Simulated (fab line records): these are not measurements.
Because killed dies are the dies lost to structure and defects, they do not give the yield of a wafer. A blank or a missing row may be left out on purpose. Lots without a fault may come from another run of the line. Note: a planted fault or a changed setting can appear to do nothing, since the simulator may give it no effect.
Chamber matching    flow sky130    SKY_LI_CONTACT_ETCH_14 on rie diel-01: 4 sister chambers
The step etches BARC in N2/H2, stops on SiO2, time 45.9 s, target depth 60 nm. 18 wafers are shown with their chamber, then 9 later ones without.

== WAFERS, EACH WITH ITS CHAMBER ==
wafer   chamber  drypump motor current A (A)  throttle valve pct (%)  oes product au (a.u.)
L360.1  0        6.5                          13.218                  0.853
L360.3  2        6.1                          13.238                  0.850
L360.4  1        5.2                          13.217                  0.857
L361.2  1        5.2                          13.243                  0.850
L361.4  2        6.1                          13.238                  0.862
L361.6  2        6.1                          13.220                  0.852
L364.3  0        6.6                          13.218                  0.857
L364.4  2        6.1                          13.220                  0.851
L364.6  2        6.1                          13.226                  0.861
L372.1  1        5.2                          13.215                  0.853
L372.3  0        6.5                          13.222                  0.859
L372.6  0        6.5                          13.223                  0.853
L373.4  3        5.8                          13.230                  0.850
L373.5  0        6.5                          13.220                  0.861
L373.6  3        5.8                          13.221                  0.858
L375.4  2        6.1                          13.219                  0.856
L375.5  2        6.1                          13.232                  0.858
L375.6  3        5.8                          13.239                  0.853

SIGNATURES, as means of the wafers listed above
reading                  chamber 0  chamber 1  chamber 2  chamber 3  scatter within a chamber
drypump motor current A  6.520      5.200      6.100      5.800      0.0239
throttle valve pct       13.22020   13.22500   13.22757   13.23000   0.00886
oes product au           0.85660    0.85333    0.85571    0.85367    0.00423
Rule: distance of a wafer from a chamber = root of the sum over the readings of ((wafer's reading minus chamber's mean) / reading's scatter) squared. The wafer belongs to the nearest chamber; if the next one is less than 2 further off, it can't be placed. The scatter: take each reading less its chamber's mean, square it, sum over the shown wafers, divide by the number of wafers less the number of chambers, and take the root.

== WAFERS WHOSE CHAMBER IS MISSING ==
wafer   drypump motor current A (A)  throttle valve pct (%)  oes product au (a.u.)
L378.2  5.2                          13.248                  0.852
L378.3  6.5                          13.226                  0.859
L378.4  5.8                          13.222                  0.847
L379.1  6.1                          13.229                  0.865
L379.2  6.5                          13.214                  0.851
L379.5  5.2                          13.225                  0.855
L381.3  5.8                          13.220                  0.857
L381.4  6.5                          13.226                  0.853
L381.5  5.8                          13.227                  0.857

== WHICH CHAMBER EACH ONE RAN IN ==
wafer   from the rows above  in truth
L378.2  1                    1
L378.3  0                    0
L378.4  3                    3
L379.1  2                    2
L379.2  0                    0
L379.5  1                    1
L381.3  3                    3
L381.4  0                    0
L381.5  3                    3
Correctly placed: 9 of 9. From these rows, 0 cannot be placed. Placed wrongly: 0.
